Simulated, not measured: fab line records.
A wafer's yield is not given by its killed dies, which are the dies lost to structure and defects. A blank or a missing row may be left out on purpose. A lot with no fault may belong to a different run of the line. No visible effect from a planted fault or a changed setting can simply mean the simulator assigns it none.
Matching of chambers || flow gf180mcu || GF_V1_CMP_04 on cmp-01: 4 sister chambers
The step polishes SiO2. 8 wafers are shown with their chamber, then 7 later ones without.

## WAFERS PAIRED WITH THEIR CHAMBERS
{"wafer": "L905.6", "chamber": 0, "motorCurrentA (A)": 10.3, "slurryFlowMlMin": 149.6}
{"wafer": "L907.3", "chamber": 1, "motorCurrentA (A)": 12.4, "slurryFlowMlMin": 149.7}
{"wafer": "L907.6", "chamber": 3, "motorCurrentA (A)": 14.4, "slurryFlowMlMin": 150.0}
{"wafer": "L912.1", "chamber": 2, "motorCurrentA (A)": 12.4, "slurryFlowMlMin": 149.7}
{"wafer": "L912.5", "chamber": 3, "motorCurrentA (A)": 13.4, "slurryFlowMlMin": 149.9}
{"wafer": "L912.6", "chamber": 0, "motorCurrentA (A)": 10.1, "slurryFlowMlMin": 150.1}
{"wafer": "L917.4", "chamber": 2, "motorCurrentA (A)": 11.7, "slurryFlowMlMin": 150.3}
{"wafer": "L917.5", "chamber": 1, "motorCurrentA (A)": 12.4, "slurryFlowMlMin": 149.9}

## WAFERS WHOSE CHAMBER IS MISSING
{"wafer": "L917.6", "motorCurrentA (A)": 12.0, "slurryFlowMlMin": 150.2}
{"wafer": "L920.2", "motorCurrentA (A)": 12.1, "slurryFlowMlMin": 149.7}
{"wafer": "L920.5", "motorCurrentA (A)": 13.8, "slurryFlowMlMin": 149.5}
{"wafer": "L920.6", "motorCurrentA (A)": 11.6, "slurryFlowMlMin": 150.0}
{"wafer": "L921.2", "motorCurrentA (A)": 12.3, "slurryFlowMlMin": 149.8}
{"wafer": "L921.5", "motorCurrentA (A)": 11.0, "slurryFlowMlMin": 149.6}
{"wafer": "L921.6", "motorCurrentA (A)": 12.3, "slurryFlowMlMin": 149.6}

## THE CHAMBER EACH PASSED THROUGH
{"wafer": "L917.6", "from the rows above": "can't be placed: 2 or 1", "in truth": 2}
{"wafer": "L920.2", "from the rows above": "can't be placed: 1 or 2", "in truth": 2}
{"wafer": "L920.5", "from the rows above": "can't be placed: 3 or 1", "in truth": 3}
{"wafer": "L920.6", "from the rows above": "can't be placed: 2 or 1", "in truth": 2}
{"wafer": "L921.2", "from the rows above": "can't be placed: 1 or 2", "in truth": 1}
{"wafer": "L921.5", "from the rows above": "can't be placed: 0 or 2 or 1", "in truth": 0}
{"wafer": "L921.6", "from the rows above": "can't be placed: 1 or 2", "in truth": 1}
Correctly placed: 0 of 7. Not placeable from these rows: 7 (in 7, the candidates include the true chamber). Number placed wrongly: 0.
How it was worked out, from the rows above alone: a wafer's distance from a chamber is the root of the sum, over the readings, of the square of ((its reading less the chamber's mean) divided by the reading's scatter). The wafer belongs to the nearest chamber; if the next one is less than 2 further off, it can't be placed. A chamber's mean is the mean of its shown wafers. The scatter: the root of (the sum of the squares of (reading less its chamber's mean) over the shown wafers, divided by (wafers less chambers)).
